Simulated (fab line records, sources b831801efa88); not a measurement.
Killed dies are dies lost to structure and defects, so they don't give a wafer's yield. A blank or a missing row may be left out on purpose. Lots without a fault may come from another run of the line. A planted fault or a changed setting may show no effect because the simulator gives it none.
Tool commonality check | flow sky130 | 12 lots, 36 wafers sampled

WHY IT WAS OPENED
At SKY_CAPM_THK_MEAS_01 the reading CAPM_CVD_00_THK is flagged on 2 of 12 lots. Wafers without a fault read 15.61 nm, standard deviation 0.21.
Rule: a lot is flagged when every wafer of it that has a number lies more than 4 standard deviations from that mean, or none has a number. The other lots count as sound.

lot  | measured     | on            | CAPM_CVD_00_THK (nm), wafer by wafer | flag
L211 | day 36 06:09 | film_metro-04 | 15.21 15.69 15.48                    |
L212 | day 36 10:05 | film_metro-01 | 15.34 15.54 15.62                    |
L213 | day 36 11:08 | film_metro-02 | 15.46 15.76 15.28                    |
L214 | day 36 18:41 | film_metro-02 | 19.46 19.61 20.29                    | FLAGGED
L215 | day 37 08:42 | film_metro-01 | 19.96 20.01 20.01                    | FLAGGED
L222 | day 39 23:16 | film_metro-01 | 15.48 15.60 15.73                    |
L223 | day 41 18:03 | film_metro-02 | 15.43 15.68 15.78                    |
L225 | day 42 00:19 | film_metro-02 | 15.17 15.43 15.85                    |
L226 | day 42 02:54 | film_metro-02 | 15.86 15.86 15.75                    |
L230 | day 42 10:11 | film_metro-01 | 15.53 15.81 15.92                    |
L231 | day 42 15:10 | film_metro-01 | 15.45 15.44 15.70                    |
L234 | day 43 06:44 | film_metro-02 | 15.78 16.04 15.89                    |
The numbers of the flagged lots are 19.89 nm on average: +4.28 nm against the usual, or +20 standard deviations.

WHICH TOOL RAN EACH LOT
The record holds 2 process steps before the reading, out of a route of 708 steps. In each cell: the tool, then ch and the chambers that the sampled wafers went through, then the start.
lot  | flag    | SKY_METAL2_SPUTTER_04        | SKY_CAPM_CVD_00
L211 |         | pvd_sputter-01, day 33 20:02 | pecvd-03 ch 2, day 36 06:05
L212 |         | pvd_sputter-01, day 34 01:00 | pecvd-01 ch 0,1, day 36 10:03
L213 |         | pvd_sputter-02, day 34 03:08 | pecvd-03 ch 0,1,2, day 36 11:06
L214 | FLAGGED | pvd_sputter-03, day 34 10:38 | pecvd-03 ch 0,1, day 36 18:40
L215 | FLAGGED | pvd_sputter-03, day 35 01:20 | pecvd-03 ch 0,1,2, day 37 08:40
L222 |         | pvd_sputter-02, day 37 17:05 | pecvd-01 ch 0,2, day 39 23:14
L223 |         | pvd_sputter-02, day 39 15:11 | pecvd-03 ch 1,2, day 41 18:02
L225 |         | pvd_sputter-03, day 39 20:20 | pecvd-01 ch 1,2, day 42 00:17
L226 |         | pvd_sputter-01, day 40 00:06 | pecvd-03 ch 0,1,2, day 42 02:52
L230 |         | pvd_sputter-02, day 40 07:26 | pecvd-03 ch 0,1, day 42 10:10
L231 |         | pvd_sputter-02, day 40 12:18 | pecvd-01 ch 0,1, day 42 15:07
L234 |         | pvd_sputter-01, day 41 04:41 | pecvd-03 ch 0,2, day 43 06:41
What these steps do:
- SKY_METAL2_SPUTTER_04: material TiN, target thk 70 nm, time 58.3 s.
- SKY_CAPM_CVD_00: deposits SiO2, target thk 15.5 nm.
- SKY_CAPM_THK_MEAS_01

FLAGGED OVER TOTAL, TOOL BY TOOL (the gauges that took the reading come last)
step                  | tool           | lots run | flagged | share of the flagged lots | sound lots run after its first flagged lot
SKY_METAL2_SPUTTER_04 | pvd_sputter-01 | 4        | 0       | none                      | -
SKY_METAL2_SPUTTER_04 | pvd_sputter-02 | 5        | 0       | none                      | -
SKY_METAL2_SPUTTER_04 | pvd_sputter-03 | 3        | 2       | all                       | 1 (L225)
SKY_CAPM_CVD_00       | pecvd-01       | 4        | 0       | none                      | -
SKY_CAPM_CVD_00       | pecvd-03       | 8        | 2       | all                       | 4 (L223,L226,L230,L234)
SKY_CAPM_THK_MEAS_01  | film_metro-01  | 5        | 1       | some                      | 3 (L222,L230,L231)
SKY_CAPM_THK_MEAS_01  | film_metro-02  | 6        | 1       | some                      | 4 (L223,L225,L226,L234)
SKY_CAPM_THK_MEAS_01  | film_metro-04  | 1        | 0       | none                      | -

WHAT THE TABLE ALLOWS
2 rows of the table ran every flagged lot: pvd_sputter-03 at SKY_METAL2_SPUTTER_04, pecvd-03 at SKY_CAPM_CVD_00.
- pvd_sputter-03 at SKY_METAL2_SPUTTER_04: 2 of its 3 lots flagged. Sound lots ran on it after the first flagged one (L225), which a lasting fault on the whole tool wouldn't allow.
- pecvd-03 at SKY_CAPM_CVD_00: 2 of its 8 lots flagged. Sound lots ran on it after the first flagged one (L223, L226, L230, L234), which a lasting fault on the whole tool wouldn't allow.
No row of the table ran every flagged lot and no sound lot after the first.

WHAT THE SIMULATOR HAD PUT IN
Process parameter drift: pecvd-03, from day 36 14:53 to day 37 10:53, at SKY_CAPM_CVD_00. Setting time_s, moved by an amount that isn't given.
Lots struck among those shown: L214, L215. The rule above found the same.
